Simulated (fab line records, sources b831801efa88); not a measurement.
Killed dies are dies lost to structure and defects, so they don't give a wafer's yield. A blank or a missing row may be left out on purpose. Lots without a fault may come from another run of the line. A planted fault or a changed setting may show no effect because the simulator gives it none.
Which tool did it? | flow gf180mcu | 13 lots, 39 wafers sampled, at 4 steps of a route of 602

WHAT THE GAUGES READ, wafer by wafer
GF_DNWELL_TW_MEAS_09.
lot  | measured    | on            | DNWELL_TW
L996 | day 2 21:16 | film_metro-03 | 1355 1355 1349
L997 | day 3 02:37 | film_metro-04 | 1359 1364 1358
L999 | day 3 10:31 | film_metro-04 | 1352 1359 1353
L100 | day 3 17:31 | film_metro-04 | 1372 1365 1373
L101 | day 3 20:37 | film_metro-04 | 1368 1357 1366
L102 | day 4 04:43 | film_metro-03 | 1346 1345 1341
L103 | day 4 08:43 | film_metro-02 | 1362 1363 1360
L110 | day 5 23:44 | film_metro-03 | 1349 1350 1347
L112 | day 6 10:52 | film_metro-04 | 1363 1363 1357
L115 | day 7 07:04 | film_metro-02 | 1342 1345 1334
L116 | day 7 10:17 | film_metro-02 | 1333 1343 1343
L117 | day 7 15:58 | film_metro-04 | 1352 1356 1356
L119 | day 7 20:38 | film_metro-02 | 1341 1343 1345

GF_MVPSD_OVL_MEAS_07.
lot  | measured     | on         | MVPSD_OVL (nm)
L996 | day 5 03:22  | overlay-02 | 2.3 -0.3 -0.7
L997 | day 5 08:28  | overlay-01 | -0.7 -2.4 -0.6
L999 | day 5 18:34  | overlay-01 | 0.2 1.1 -0.3
L100 | day 6 00:22  | overlay-01 | -1.5 -1.2 -0.1
L101 | day 6 02:31  | overlay-02 | 2.3 0.8 2.7
L102 | day 6 11:23  | overlay-02 | -1.4 -0.6 2.4
L103 | day 6 17:40  | overlay-02 | -0.6 -1.6 -1.9
L110 | day 8 12:19  | overlay-01 | 2.2 0.6 -0.8
L112 | day 9 03:52  | overlay-01 | 0.3 1.4 2.2
L115 | day 10 04:43 | overlay-02 | -3.0 0.2 -1.0
L116 | day 10 07:42 | overlay-01 | 3.2 1.6 0.4
L117 | day 10 14:40 | overlay-02 | 0.2 0.7 -1.2
L119 | day 10 18:28 | overlay-02 | 0.2 3.0 0.7

GF_MVPSD_TW_MEAS_11.
lot  | measured     | on            | MVPSD_TW
L996 | day 5 03:48  | film_metro-01 | 552.1 554.3 552.9
L997 | day 5 08:55  | film_metro-01 | 550.0 557.3 552.5
L999 | day 5 19:00  | film_metro-01 | 549.9 552.7 554.2
L100 | day 6 00:48  | film_metro-03 | 550.3 547.5 550.4
L101 | day 6 02:59  | film_metro-03 | 553.8 553.2 549.6
L102 | day 6 11:49  | film_metro-01 | 556.9 556.8 557.3
L103 | day 6 18:05  | film_metro-02 | 549.8 550.7 552.7
L110 | day 8 12:44  | film_metro-03 | 552.1 554.3 553.3
L112 | day 9 04:18  | film_metro-03 | 549.9 549.4 548.1
L115 | day 10 05:09 | film_metro-03 | 548.2 553.0 548.8
L116 | day 10 08:08 | film_metro-01 | 555.8 556.0 555.9
L117 | day 10 15:05 | film_metro-03 | 548.7 553.2 548.5
L119 | day 10 18:54 | film_metro-03 | 550.1 549.4 549.3

WHICH TOOL RAN EACH LOT (tool, then ch and the chambers of the sampled wafers, then the start)
lot  | GF_MVPSD_EXPOSE_04
L996 | iline_stepper-01 ch 0, day 4 20:40
L997 | iline_stepper-01 ch 0, day 5 01:38
L999 | iline_stepper-01 ch 0, day 5 11:49
L100 | iline_stepper-01 ch 0, day 5 17:38
L101 | iline_stepper-01 ch 0, day 5 19:47
L102 | iline_stepper-01 ch 0, day 6 04:56
L103 | iline_stepper-01 ch 0, day 6 10:16
L110 | iline_stepper-01 ch 0, day 8 04:23
L112 | iline_stepper-01 ch 0, day 8 19:12
L115 | iline_stepper-01 ch 0, day 9 20:06
L116 | iline_stepper-02 ch 0, day 9 22:34
L117 | iline_stepper-01 ch 0, day 10 05:35
L119 | iline_stepper-01 ch 0, day 10 09:14
- GF_MVPSD_EXPOSE_04: exposes mask MVPSD, target cd 1000 nm.

WHAT THE TOOLS THEMSELVES READ (means of the sampled wafers that have a number; where no wafer has one, the mark that the record gives instead)
The record holds no such reading with a usual standard deviation.

THE ANSWER, worked out from the rows above alone
Rule: what is usual is taken from the lots themselves. Put in order of their means at a reading, lots are off if they are a third of the lots or fewer, leave a main group of 4 or more, and stand apart from it by a gap of 3 or more times the standard deviation of the main group's means; of several such gaps the widest counts. A main group whose means are all the same, to the digits that the tables above print for the reading, isn't used. A lot without any number at a reading at which 4 lots or more have one is off too. The other lots that the step has rows for count as sound. The gauges are gone through in route order, then the tools' own readings, and for those a lot's mean is taken as printed above. The first step at which some lot is off is used, and at that step the reading that is off furthest; a lot without a number counts as furthest.
No lot is off at any reading shown: from this, nothing can be told.

WHAT THE SIMULATOR HAD PUT IN
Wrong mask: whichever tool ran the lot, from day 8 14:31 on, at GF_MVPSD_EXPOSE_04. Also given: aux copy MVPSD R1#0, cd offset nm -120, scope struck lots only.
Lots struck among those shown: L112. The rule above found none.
